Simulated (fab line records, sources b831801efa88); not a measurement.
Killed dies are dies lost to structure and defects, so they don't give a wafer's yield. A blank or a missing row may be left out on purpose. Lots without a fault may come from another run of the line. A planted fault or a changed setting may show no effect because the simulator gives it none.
Which tool did it? | flow gf180mcu | 6 lots, 18 wafers sampled, at 2 steps of a route of 602

WHAT THE GAUGES READ, wafer by wafer
GF_V1_CD_MEAS_14: target cd 260 nm.
lot  | measured     | on        | cd_nm (nm)
L638 | day 18 07:55 | cd_sem-01 | 260.6 258.8 259.1
L640 | day 19 05:43 | cd_sem-01 | 260.3 259.3 260.7
L642 | day 19 19:20 | cd_sem-02 | 260.1 259.8 261.3
L644 | day 20 17:55 | cd_sem-02 | 261.3 259.8 260.0
L654 | day 24 06:51 | cd_sem-01 | 260.4 260.3 261.4
L659 | day 25 20:45 | cd_sem-01 | 258.5 258.7 259.5

WHICH TOOL RAN EACH LOT (tool, then ch and the chambers of the sampled wafers, then the start)
lot  | GF_CONTACT_CMP_04
L638 | cmp-02 ch 0,1,2, day 15 08:13
L640 | cmp-02 ch 0,3, day 16 03:46
L642 | cmp-02 ch 1,2,3, day 16 17:55
L644 | cmp-01 ch 0,1,3, day 17 14:44
L654 | cmp-01 ch 1,3, day 21 05:52
L659 | cmp-01 ch 0,1,2, day 22 20:53
- GF_CONTACT_CMP_04: polishes SiO2.

THE ANSWER, worked out from the rows above alone
Rule: what is usual is taken from the lots themselves. Put in order of their means at a reading, lots are off if they are a third of the lots or fewer, leave a main group of 4 or more, and stand apart from it by a gap of 3 or more times the standard deviation of the main group's means; of several such gaps the widest counts. A main group whose means are all the same, to the digits that the tables above print for the reading, isn't used. A lot without any number at a reading at which 4 lots or more have one is off too. The other lots that the step has rows for count as sound.
No lot is off at any reading shown: from this, nothing can be told.

WHAT THE SIMULATOR HAD PUT IN
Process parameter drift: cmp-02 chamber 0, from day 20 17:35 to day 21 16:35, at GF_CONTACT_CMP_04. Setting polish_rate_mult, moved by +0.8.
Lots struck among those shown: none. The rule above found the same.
